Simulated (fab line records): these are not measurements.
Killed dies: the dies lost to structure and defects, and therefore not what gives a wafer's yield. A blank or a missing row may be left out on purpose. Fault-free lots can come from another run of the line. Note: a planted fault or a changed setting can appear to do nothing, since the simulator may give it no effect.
A lot that was struck, set against a sound lot / flow gf180mcu / 15 steps out of a route of 602
Sound: the wafers L586.2, L586.3, L586.4. Struck: wafers L578.1, L578.3, L578.6. Last of all comes the cause.
Each step with rows lists, per side, the tool, then ch with its chambers, then its first start. Under that, the readings that differ: sound wafers / struck wafers / difference of the means / sigmas: that difference in standard deviations of wafers without a fault.
alike: readings with means less than 2 such deviations apart, plus words and numbers identical on both sides. not compared: withheld readings, readings lacking a value on some wafer, bounds such as >300 that could conceal the same value, and numbers that have no deviation in the record and whose values overlap.
A row with sigmas, a row that says differs or no value, or rows on one side alone: a step with any of these is where the two part. Numbers that don't overlap but have no deviation are shown without sigmas and don't part them. A reading that every wafer of one side lacks parts them only if that side has two wafers or more.

GF_TOP_METAL_SPUTTER_04: material TiN, target thk 25 nm, time 20.8 s.
  struck on pvd-sputter-04, day 30 04:14; sound on pvd-sputter-01, day 32 12:41
  alike: cathode-dc-power-W, throttle-valve-pct
GF_TOP_METAL_RS_MEAS_05: measurement is done with a four-point probe.
  struck on film-metro-02, day 30 04:15; sound on film-metro-02, day 32 12:44
  alike: TOP_METAL_ALCU_RS
GF_TOP_METAL_THK_MEAS_06: measures by xrf.
  struck on film-metro-02, day 30 04:22; sound on film-metro-02, day 32 12:51
  alike: TOP_METAL_ALCU_THK
then, 7 steps without rows for these wafers: GF_TOP_METAL_DEHYDRATE_07 (time 60 s); GF_TOP_METAL_HMDS_08 (prime time 60 s); GF_TOP_METAL_COAT_09 (resist thk 1500 nm); GF_TOP_METAL_SOFTBAKE_10 (time 60 s); GF_TOP_METAL_EXPOSE_11 (exposes mask MetalTop, target cd 440 nm); GF_TOP_METAL_PEB_12; GF_TOP_METAL_DEVELOP_13 (develop time 60 s).
GF_TOP_METAL_CD_MEAS_14 targets a cd of 440 nm.
  struck on cd-sem-01, day 30 22:25; sound on cd-sem-02, day 33 04:53
  alike: cd-nm
GF_TOP_METAL_OVL_MEAS_15:
  struck on overlay-02, day 30 22:32; sound on overlay-02, day 33 04:59
  alike: TOP_METAL_OVL
GF_TOP_METAL_METAL_ETCH_16: etches the open film in Cl2/BCl3, stops on SiO2, target depth 1197 nm, time 199.5 s.
  sound on rie-metal-03 ch 0,1, day 33 05:01; struck on rie-metal-04 ch 0,1, day 30 22:35
reading=oes-product-au (a.u.); sound=0.991 0.987 0.996; struck=0.827 0.836 0.821; difference=-0.163; sigmas=-27
reading=throttle-valve-pct (%); sound=28.214 28.236 28.242; struck=28.408 28.399 28.412; difference=+0.176; sigmas=+20
reading=model.NOVOLAK_of_TOP_METAL_COAT_09.thk-nm (nm); sound=1021 1023 1020; struck=1160 1155 1154; difference=+135; sigmas=
  alike: drypump-motor-current-A
  not compared: rf-hours-counter-h
GF_TOP_METAL_STRIP_17: strips in O2/N2.
  sound on plasma-asher-04 ch 0,1, day 33 05:13; struck on plasma-asher-02 ch 0,1, day 30 22:46
reading=strip-time-to-endpoint-s (s); sound=12.91 12.93 12.89; struck=14.49 14.42 14.39; difference=+1.52; sigmas=+19
  alike: drypump-motor-current-A, heater-power-w, oes-product-au
  not compared: rf-hours-counter-h
then, 1 step without rows for these wafers: GF_TOP_METAL_STRIP_18 (strips in post etch residue remover, time 1200 s).

== WHERE THEY PART ==
Last at GF_TOP_METAL_STRIP_17 as far as this record goes, first at GF_TOP_METAL_METAL_ETCH_16.

WHY: the cause the simulator had injected
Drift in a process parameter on rie-metal-04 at GF_TOP_METAL_METAL_ETCH_16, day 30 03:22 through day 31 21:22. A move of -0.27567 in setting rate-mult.
